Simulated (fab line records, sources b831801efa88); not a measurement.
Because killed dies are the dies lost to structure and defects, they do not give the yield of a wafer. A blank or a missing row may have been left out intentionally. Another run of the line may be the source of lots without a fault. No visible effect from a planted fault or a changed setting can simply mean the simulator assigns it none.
Code-filled problem report in 8D (eight disciplines) form :: flow sfq line :: the parts of the form that need people (team, actions taken, sign-off) are left out

## 1. WHAT IS WRONG
Wafers without a fault read 216 s, standard deviation 6.7; time to endpoint s at SFQ_TRILAYER_I6_CMP_CMP_166 reads a mean of 280 s on 3 wafers belonging to 2 lots. Measured from the usual mean, that is +9.6 standard deviations.
The step: polishes SiO2.
First seen on wafer L170.2, day 76 16:59, on cmp-01. Wafers with a number at this step in the record: 42, from 14 lots. Rule for "out", or "out of limits": more than 4 standard deviations from the usual mean. All remaining wafers that have a number are taken as sound.

## 2. WHAT IT IS; WHAT IT IS NOT
question: which readings at this step
is: time to endpoint s
is not: motor current A

question: which lots
is: L170, L173
is not: L159, L160, L161, L162, L163, L164, L165, L166, L167, L172, L178, L180

question: which wafers of those lots
is: L170.2, L173.3, L173.4
is not: L170.5, L170.6, L173.6

question: read on which tools
is: cmp-01
is not: cmp-02

question: when
is: from day 76 16:59
is not: up to then (27 sound wafers); but 12 sound wafers of L170, L172, L173, L178, L180 came after

## 3. THE SUSPECTS, EACH WITH WHAT RULES IT OUT
Counting: a tool at a process step up to the reading stays a suspect if it ran every lot that is out. Sound lots after the first of them don't rule it out here, since some wafers of a struck lot are sound.
- cmp-01 at SFQ_TRILAYER_I6_CMP_CMP_166 (polishes SiO2): kept. It processed each lot that is out (first: L170, day 76 16:59); up to then, its last sound lot is L167 (day 76 02:56). On those wafers its own readings are out: time to endpoint s.
The count leaves cmp-01 at SFQ_TRILAYER_I6_CMP_CMP_166.

## 4. THE CAUSE (what the simulator had put in)
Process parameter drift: cmp-01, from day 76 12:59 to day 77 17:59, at SFQ_TRILAYER_I6_CMP_CMP_166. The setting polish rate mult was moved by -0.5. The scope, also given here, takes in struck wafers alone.
Only this tool survived the counting.

## 5. SEQUENCE OF EFFECTS, ordered by route
Each row: a reading where the mean over the struck wafers with a number is more than 3 standard deviations away from the usual. Scope: only readings with a usual standard deviation given in the record; hours: median across lots of the time from each lot's start at the first step in this table that gives one to its start at this step; sigmas: change in usual standard deviations.
hours: 0
step: SFQ_TRILAYER_I6_CMP_CMP_166
reading: time to endpoint s
usual: 216 s
on struck wafers: 280
change: +64
sigmas: +9.6

hours: 3
step: SFQ_TRILAYER_I6_METRO_MEASURE_167
reading: thk nm
usual: 200.2 nm
on struck wafers: 304.0
change: +103.8
sigmas: +99 or more

hours: 92
step: SFQ_TRILAYER_I6_VIA_ETCH_VIA_ETCH_172
reading: oes product au
usual: 0.855 a.u.
on struck wafers: 0.996
change: +0.141
sigmas: +28
Its process steps:
- SFQ_TRILAYER_I6_CMP_CMP_166: polishes SiO2.
- SFQ_TRILAYER_I6_METRO_MEASURE_167
- SFQ_TRILAYER_I6_VIA_ETCH_VIA_ETCH_172: etches SiO2 in CHF3, stops on Nb, target depth 260 nm.

## 6. WHAT WOULD HAVE CAUGHT IT SOONER
4 hours passed between the start of the fault at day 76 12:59 and the first reading out of limits in this record, taken at day 76 16:59.
